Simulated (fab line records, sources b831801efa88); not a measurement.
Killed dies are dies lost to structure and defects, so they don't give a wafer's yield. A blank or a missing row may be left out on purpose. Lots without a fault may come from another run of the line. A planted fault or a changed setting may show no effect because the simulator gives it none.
Problem report in the 8D (eight disciplines) form, filled by code | flow sky130 | the parts of the form that need people (team, actions taken, sign-off) are left out

1. THE PROBLEM
tilt_deg at SKY_LDD_N_IMPLANT_13 reads a mean of -0.003 degrees on 6 wafers of 2 lots; wafers without a fault read 30.002 degrees with a standard deviation of 0.02. That is -99 or more standard deviations from the usual mean.
First seen on wafer L335.2, day 20 20:13, on implanter-03. The record holds 36 wafers of 12 lots with a number at this step. Rule for "out", or "out of limits": more than 4 standard deviations from the usual mean. The other wafers with a number count as sound.

2. WHAT IT IS AND WHAT IT IS NOT
question                    | is                     | is not
which readings at this step | tilt_deg               | -
which lots                  | L335, L336             | L328, L329, L333, L334, L337, L344, L345, L347, L348, L349
which wafers of those lots  | all that have a number | -
read on which tools         | implanter-03           | implanter-01, implanter-02
when                        | from day 20 20:13      | up to then (12 sound wafers); but 18 sound wafers of L337, L344, L345, L347, L348, L349 came after

3. SUSPECTS, AND WHAT RULES EACH OUT
Counting: a tool at a process step up to the reading stays a suspect if it ran every lot that is out and no sound lot after the first of them.
- implanter-03 at SKY_LDD_N_IMPLANT_13: ruled out as a lasting fault. Sound lots L345 ran on it after its first lot that is out, L335 (day 20 20:13).
Left after counting: nothing in the record.

4. THE CAUSE (what the simulator had put in)
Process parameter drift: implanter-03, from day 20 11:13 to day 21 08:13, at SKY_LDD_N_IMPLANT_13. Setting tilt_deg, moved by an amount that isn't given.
Counting ruled it out, wrongly.

5. THE CHAIN OF EFFECTS, in route order
Each row: a reading whose mean over the struck wafers that have a number lies more than 3 standard deviations from the usual. Only readings for which the record gives a usual standard deviation are gone through. hours: the time from each lot's start at the first step in this table that gives one to its start at this step, as a median over the lots. sigmas: the change in usual standard deviations.
hours | step                 | reading  | usual          | on struck wafers | change  | sigmas
0     | SKY_LDD_N_IMPLANT_13 | tilt_deg | 30.002 degrees | -0.003           | -30.005 | -99 or more
The process steps in it:
- SKY_LDD_N_IMPLANT_13

6. WHAT WOULD HAVE CAUGHT IT SOONER
In this record the first reading out of limits was taken at day 20 20:13, 9 hours after the fault began at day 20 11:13.
